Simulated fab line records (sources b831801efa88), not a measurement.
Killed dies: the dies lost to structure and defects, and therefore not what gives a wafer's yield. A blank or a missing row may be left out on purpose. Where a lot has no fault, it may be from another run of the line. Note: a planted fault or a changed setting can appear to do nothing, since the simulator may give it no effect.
Which tool was responsible? / flow gf180mcu / 11 lots, 33 wafers sampled, at 5 steps of a route of 602

WHAT THE GAUGES READ, wafer by wafer
GF_VT_IMPLANT_OVL_MEAS_18.
lot=L932; measured=day 6 07:52; on=overlay-01; VT_IMPLANT_01_OVL (nm)=-2.8 -0.3 -1.0
lot=L933; measured=day 6 12:35; on=overlay-02; VT_IMPLANT_01_OVL (nm)=1.0 2.8 2.1
lot=L936; measured=day 7 06:54; on=overlay-01; VT_IMPLANT_01_OVL (nm)=-0.8 -0.2 -0.5
lot=L938; measured=day 7 19:17; on=overlay-02; VT_IMPLANT_01_OVL (nm)=-2.0 0.4 1.7
lot=L940; measured=day 8 08:28; on=overlay-01; VT_IMPLANT_01_OVL (nm)=0.1 -0.2 1.0
lot=L941; measured=day 8 13:22; on=overlay-01; VT_IMPLANT_01_OVL (nm)=-1.1 1.1 2.5
lot=L943; measured=day 9 05:30; on=overlay-02; VT_IMPLANT_01_OVL (nm)=1.9 1.6 1.0
lot=L945; measured=day 9 13:06; on=overlay-01; VT_IMPLANT_01_OVL (nm)=-0.2 0.8 -0.4
lot=L946; measured=day 9 23:25; on=overlay-02; VT_IMPLANT_01_OVL (nm)=0.1 1.1 0.3
lot=L949; measured=day 10 21:40; on=overlay-02; VT_IMPLANT_01_OVL (nm)=0.6 -1.1 0.1
lot=L952; measured=day 11 14:28; on=overlay-02; VT_IMPLANT_01_OVL (nm)=1.1 0.1 0.0

TOOL THAT RAN EACH LOT (tool first, then ch and the chambers of the sampled wafers, then the start)
lot=L932; GF_STI_ETCH_13=rie diel-02 ch 1,2, day 2 04:54; GF_STI_ETCH_14=rie si-01 ch 1,2, day 2 04:59; GF_STI_STRIP_15=plasma asher-02 ch 0,1, day 2 05:05; GF_MVSD_STRIP_10=plasma asher-02 ch 0,1, day 4 12:58
lot=L933; GF_STI_ETCH_13=rie diel-01 ch 1,2,3, day 2 06:51; GF_STI_ETCH_14=rie si-02 ch 1,3, day 2 06:56; GF_STI_STRIP_15=plasma asher-03 ch 0,1, day 2 07:00; GF_MVSD_STRIP_10=plasma asher-02 ch 0,1, day 4 17:28
lot=L936; GF_STI_ETCH_13=rie diel-04 ch 0,2,3, day 2 21:41; GF_STI_ETCH_14=rie si-01 ch 0,1,2, day 2 21:46; GF_STI_STRIP_15=plasma asher-03 ch 0,1, day 2 21:51; GF_MVSD_STRIP_10=plasma asher-02 ch 0,1, day 5 08:55
lot=L938; GF_STI_ETCH_13=rie diel-01 ch 0,1,2, day 3 08:47; GF_STI_ETCH_14=rie si-01 ch 2,3, day 3 08:51; GF_STI_STRIP_15=plasma asher-03 ch 0,1, day 3 08:56; GF_MVSD_STRIP_10=plasma asher-02 ch 0,1, day 5 20:25
lot=L940; GF_STI_ETCH_13=rie diel-04 ch 0,1,2, day 3 18:33; GF_STI_ETCH_14=rie si-02 ch 0,2,3, day 3 18:38; GF_STI_STRIP_15=plasma asher-03 ch 0,1, day 3 18:42; GF_MVSD_STRIP_10=plasma asher-02 ch 0,1, day 6 09:08
lot=L941; GF_STI_ETCH_13=rie diel-01 ch 1,2,3, day 4 00:06; GF_STI_ETCH_14=rie si-02 ch 1,3, day 4 00:11; GF_STI_STRIP_15=plasma asher-03 ch 1, day 4 00:15; GF_MVSD_STRIP_10=plasma asher-03 ch 0, day 6 14:13
lot=L943; GF_STI_ETCH_13=rie diel-02 ch 0,1,3, day 4 10:50; GF_STI_ETCH_14=rie si-02 ch 0,1,2, day 4 10:55; GF_STI_STRIP_15=plasma asher-03 ch 0,1, day 4 10:59; GF_MVSD_STRIP_10=plasma asher-02 ch 0,1, day 7 04:08
lot=L945; GF_STI_ETCH_13=rie diel-01 ch 0,2, day 4 20:09; GF_STI_ETCH_14=rie si-02 ch 0,2,3, day 4 20:13; GF_STI_STRIP_15=plasma asher-03 ch 0,1, day 4 20:18; GF_MVSD_STRIP_10=plasma asher-02 ch 0,1, day 7 12:04
lot=L946; GF_STI_ETCH_13=rie diel-04 ch 1,2,3, day 5 02:18; GF_STI_ETCH_14=rie si-02 ch 0,2, day 5 02:22; GF_STI_STRIP_15=plasma asher-03 ch 0,1, day 5 02:29; GF_MVSD_STRIP_10=plasma asher-04 ch 0,1, day 7 19:55
lot=L949; GF_STI_ETCH_13=rie diel-01 ch 1,2, day 5 17:07; GF_STI_ETCH_14=rie si-02 ch 1,2, day 5 17:12; GF_STI_STRIP_15=plasma asher-03 ch 0,1, day 5 17:17; GF_MVSD_STRIP_10=plasma asher-02 ch 0,1, day 8 17:25
lot=L952; GF_STI_ETCH_13=rie diel-02 ch 0,1, day 6 09:58; GF_STI_ETCH_14=rie si-02 ch 0,1,2, day 6 10:02; GF_STI_STRIP_15=plasma asher-03 ch 1, day 6 10:07; GF_MVSD_STRIP_10=plasma asher-03 ch 0,1, day 9 07:28
- GF_STI_ETCH_13: etches the open film in CHF3/O2, stops on Si, target depth 282.31 nm, time 112.9 s.
- GF_STI_ETCH_14: etches Si in HBr/Cl2/O2, target depth 360 nm, time 102.9 s.
- GF_STI_STRIP_15: strips in O2/N2.
- GF_MVSD_STRIP_10: strips in O2/N2.

WHAT THE TOOLS THEMSELVES READ (means of the sampled wafers that have a number; where no wafer has one, the mark that the record gives instead)
GF_STI_ETCH_13.
lot=L932; tool=rie diel-02; drypump motor current A (A)=5.1; oes product au (a.u.)=0.834; run length s (s)=140.6; throttle valve pct (%)=8.807
lot=L933; tool=rie diel-01; drypump motor current A (A)=6.1; oes product au (a.u.)=0.834; run length s (s)=141.2; throttle valve pct (%)=8.810
lot=L936; tool=rie diel-04; drypump motor current A (A)=5.8; oes product au (a.u.)=0.838; run length s (s)=141.3; throttle valve pct (%)=8.811
lot=L938; tool=rie diel-01; drypump motor current A (A)=6.3; oes product au (a.u.)=0.829; run length s (s)=141.5; throttle valve pct (%)=8.806
lot=L940; tool=rie diel-04; drypump motor current A (A)=5.9; oes product au (a.u.)=0.824; run length s (s)=141.2; throttle valve pct (%)=8.803
lot=L941; tool=rie diel-01; drypump motor current A (A)=6.1; oes product au (a.u.)=0.833; run length s (s)=141.3; throttle valve pct (%)=8.808
lot=L943; tool=rie diel-02; drypump motor current A (A)=5.6; oes product au (a.u.)=0.836; run length s (s)=141.7; throttle valve pct (%)=8.813
lot=L945; tool=rie diel-01; drypump motor current A (A)=6.3; oes product au (a.u.)=0.963; run length s (s)=126.9; throttle valve pct (%)=8.851
lot=L946; tool=rie diel-04; drypump motor current A (A)=6.4; oes product au (a.u.)=0.834; run length s (s)=141.4; throttle valve pct (%)=8.809
lot=L949; tool=rie diel-01; drypump motor current A (A)=6.2; oes product au (a.u.)=0.950; run length s (s)=127.5; throttle valve pct (%)=8.846
lot=L952; tool=rie diel-02; drypump motor current A (A)=5.9; oes product au (a.u.)=0.835; run length s (s)=141.4; throttle valve pct (%)=8.811

GF_STI_ETCH_14.
lot=L932; tool=rie si-01; drypump motor current A (A)=5.6; oes product au (a.u.)=0.995; run length s (s)=131.8; throttle valve pct (%)=25.653
lot=L933; tool=rie si-02; drypump motor current A (A)=5.3; oes product au (a.u.)=0.996; run length s (s)=130.8; throttle valve pct (%)=25.663
lot=L936; tool=rie si-01; drypump motor current A (A)=5.4; oes product au (a.u.)=0.998; run length s (s)=131.6; throttle valve pct (%)=25.661
lot=L938; tool=rie si-01; drypump motor current A (A)=5.5; oes product au (a.u.)=1.002; run length s (s)=131.6; throttle valve pct (%)=25.662
lot=L940; tool=rie si-02; drypump motor current A (A)=5.9; oes product au (a.u.)=0.994; run length s (s)=131.2; throttle valve pct (%)=25.662
lot=L941; tool=rie si-02; drypump motor current A (A)=5.5; oes product au (a.u.)=0.993; run length s (s)=131.3; throttle valve pct (%)=25.663
lot=L943; tool=rie si-02; drypump motor current A (A)=5.6; oes product au (a.u.)=0.988; run length s (s)=131.5; throttle valve pct (%)=25.663
lot=L945; tool=rie si-02; drypump motor current A (A)=5.9; oes product au (a.u.)=1.003; run length s (s)=131.2; throttle valve pct (%)=25.652
lot=L946; tool=rie si-02; drypump motor current A (A)=5.8; oes product au (a.u.)=0.996; run length s (s)=131.6; throttle valve pct (%)=25.663
lot=L949; tool=rie si-02; drypump motor current A (A)=5.2; oes product au (a.u.)=0.998; run length s (s)=131.2; throttle valve pct (%)=25.656
lot=L952; tool=rie si-02; drypump motor current A (A)=5.7; oes product au (a.u.)=0.993; run length s (s)=131.6; throttle valve pct (%)=25.659

GF_STI_STRIP_15.
lot=L932; tool=plasma asher-02; drypump motor current A (A)=5.80; heater power w (W)=349; oes product au (a.u.)=0.387; strip time to endpoint s (s)=3.78
lot=L933; tool=plasma asher-03; drypump motor current A (A)=5.90; heater power w (W)=352; oes product au (a.u.)=0.382; strip time to endpoint s (s)=3.75
lot=L936; tool=plasma asher-03; drypump motor current A (A)=6.08; heater power w (W)=354; oes product au (a.u.)=0.387; strip time to endpoint s (s)=3.73
lot=L938; tool=plasma asher-03; drypump motor current A (A)=5.90; heater power w (W)=352; oes product au (a.u.)=0.380; strip time to endpoint s (s)=3.74
lot=L940; tool=plasma asher-03; drypump motor current A (A)=6.07; heater power w (W)=342; oes product au (a.u.)=0.384; strip time to endpoint s (s)=3.73
lot=L941; tool=plasma asher-03; drypump motor current A (A)=6.25; heater power w (W)=356; oes product au (a.u.)=0.381; strip time to endpoint s (s)=3.78
lot=L943; tool=plasma asher-03; drypump motor current A (A)=5.89; heater power w (W)=359; oes product au (a.u.)=0.389; strip time to endpoint s (s)=3.79
lot=L945; tool=plasma asher-03; drypump motor current A (A)=6.07; heater power w (W)=356; oes product au (a.u.)=0.401; strip time to endpoint s (s)=4.03
lot=L946; tool=plasma asher-03; drypump motor current A (A)=6.08; heater power w (W)=354; oes product au (a.u.)=0.383; strip time to endpoint s (s)=3.74
lot=L949; tool=plasma asher-03; drypump motor current A (A)=5.90; heater power w (W)=359; oes product au (a.u.)=0.397; strip time to endpoint s (s)=4.08
lot=L952; tool=plasma asher-03; drypump motor current A (A)=6.25; heater power w (W)=349; oes product au (a.u.)=0.385; strip time to endpoint s (s)=3.75

GF_MVSD_STRIP_10.
lot=L932; tool=plasma asher-02; drypump motor current A (A)=5.98; heater power w (W)=324; oes product au (a.u.)=0.725; strip time to endpoint s (s)=37.05
lot=L933; tool=plasma asher-02; drypump motor current A (A)=5.97; heater power w (W)=329; oes product au (a.u.)=0.722; strip time to endpoint s (s)=37.14
lot=L936; tool=plasma asher-02; drypump motor current A (A)=5.81; heater power w (W)=350; oes product au (a.u.)=0.721; strip time to endpoint s (s)=36.78
lot=L938; tool=plasma asher-02; drypump motor current A (A)=5.80; heater power w (W)=351; oes product au (a.u.)=0.725; strip time to endpoint s (s)=37.02
lot=L940; tool=plasma asher-02; drypump motor current A (A)=5.98; heater power w (W)=326; oes product au (a.u.)=0.723; strip time to endpoint s (s)=37.05
lot=L941; tool=plasma asher-03; drypump motor current A (A)=5.73; heater power w (W)=356; oes product au (a.u.)=0.720; strip time to endpoint s (s)=36.83
lot=L943; tool=plasma asher-02; drypump motor current A (A)=5.97; heater power w (W)=327; oes product au (a.u.)=0.724; strip time to endpoint s (s)=36.82
lot=L945; tool=plasma asher-02; drypump motor current A (A)=5.97; heater power w (W)=326; oes product au (a.u.)=0.723; strip time to endpoint s (s)=37.12
lot=L946; tool=plasma asher-04; drypump motor current A (A)=5.96; heater power w (W)=377; oes product au (a.u.)=0.720; strip time to endpoint s (s)=36.92
lot=L949; tool=plasma asher-02; drypump motor current A (A)=5.97; heater power w (W)=329; oes product au (a.u.)=0.721; strip time to endpoint s (s)=36.95
lot=L952; tool=plasma asher-03; drypump motor current A (A)=5.89; heater power w (W)=352; oes product au (a.u.)=0.722; strip time to endpoint s (s)=37.00

THE ANSWER, worked out from the rows above alone
Rule: the usual values come from the lots themselves. The widest of any qualifying gaps counts: lots, ordered by their means at a reading, are off when they make up no more than a third of the lots, leave a main group of 4 or more, and stand apart from it by 3 or more times the standard deviation of that group's means. If all means in a main group match to the digits the tables above print for the reading, that group is not used. Also off: a lot with no number at a reading for which 4 or more lots have one. All remaining lots with rows at the step are treated as sound. After the gauges, taken in route order, come the tools' own readings; for these a lot's mean is taken, as printed above. At the first step where some lot is off, the reading lying furthest off is the one used; lots without a number count as furthest.
Off: L945, L949, at GF_STI_ETCH_13 (run length s). Mean 141.3 s and standard deviation 0.28 in the main group.
A tool fits if, at that step or a process step before it, it ran every lot that is off, and no sound lot after the first of them. One candidate fits, namely rie diel-01 at GF_STI_ETCH_13. A fault onset in the window from L941 (day 4 00:06, its last sound lot) to L945 (day 4 20:09, its first lot off) fits.
The tool's own readings at GF_STI_ETCH_13 bear it out: on the lots that are off they differ by more than 5 times the standard deviation of the sound lots' means. oes product au reads 0.956 a.u. there against 0.833 a.u. on the sound lots; run length s reads 127.2 s there against 141.3 s on the sound lots; throttle valve pct reads 8.849 % there against 8.809 % on the sound lots.

WHAT THE SIMULATOR HAD INSERTED
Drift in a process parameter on rie diel-01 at GF_STI_ETCH_13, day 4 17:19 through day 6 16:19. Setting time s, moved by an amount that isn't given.
Shown lots that were struck: L945, L949. The rule above found the same.
